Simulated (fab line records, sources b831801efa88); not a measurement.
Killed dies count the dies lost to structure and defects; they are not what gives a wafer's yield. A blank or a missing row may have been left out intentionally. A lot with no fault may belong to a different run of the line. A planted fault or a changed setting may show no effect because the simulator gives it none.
Matching of chambers    flow gf180mcu    GF_V4_ETCH_16 on rie-diel-03: 4 sister chambers
The step etches BARC in N2/H2. 8 wafers are shown with their chamber, then 7 later ones without.

## WAFERS WITH THEIR CHAMBER
wafer   chamber  throttle-valve-pct (%)  oes-product-au (a.u.)
L082.2  1        13.226                  0.860
L082.4  3        13.228                  0.853
L085.6  3        13.224                  0.849
L089.2  0        13.222                  0.851
L089.4  2        13.228                  0.848
L089.6  2        13.217                  0.856
L091.2  0        13.204                  0.861
L091.4  1        13.224                  0.854

## WAFERS WITHOUT THEIR CHAMBER
wafer   throttle-valve-pct (%)  oes-product-au (a.u.)
L091.5  13.236                  0.851
L094.3  13.214                  0.858
L094.4  13.222                  0.856
L094.5  13.239                  0.859
L095.1  13.226                  0.857
L095.4  13.221                  0.855
L095.5  13.221                  0.853

## CHAMBER TAKEN BY EACH
wafer   from the rows above                in truth
L091.5  can't be placed: 3 or 2 or 1 or 0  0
L094.3  can't be placed: 0 or 1 or 2 or 3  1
L094.4  can't be placed: 1 or 2 or 3 or 0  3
L094.5  can't be placed: 1 or 3 or 2 or 0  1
L095.1  can't be placed: 1 or 2 or 3 or 0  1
L095.4  can't be placed: 2 or 1 or 3 or 0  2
L095.5  can't be placed: 2 or 3 or 1 or 0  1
0 of 7 placed correctly. These rows do not allow placing 7 (true chamber among the candidates in 7). Wrongly placed: 0.
How it was worked out, from the rows above alone: a wafer's distance from a chamber is the root of the sum, over the readings, of the square of ((its reading less the chamber's mean) divided by the reading's scatter). The wafer belongs to the nearest chamber; if the next one is less than 2 further off, it can't be placed. Each chamber's mean is taken over the wafers shown for it. The scatter is the square root of a quotient: the sum, over the shown wafers, of each reading's squared deviation from its chamber's mean, divided by wafers minus chambers.
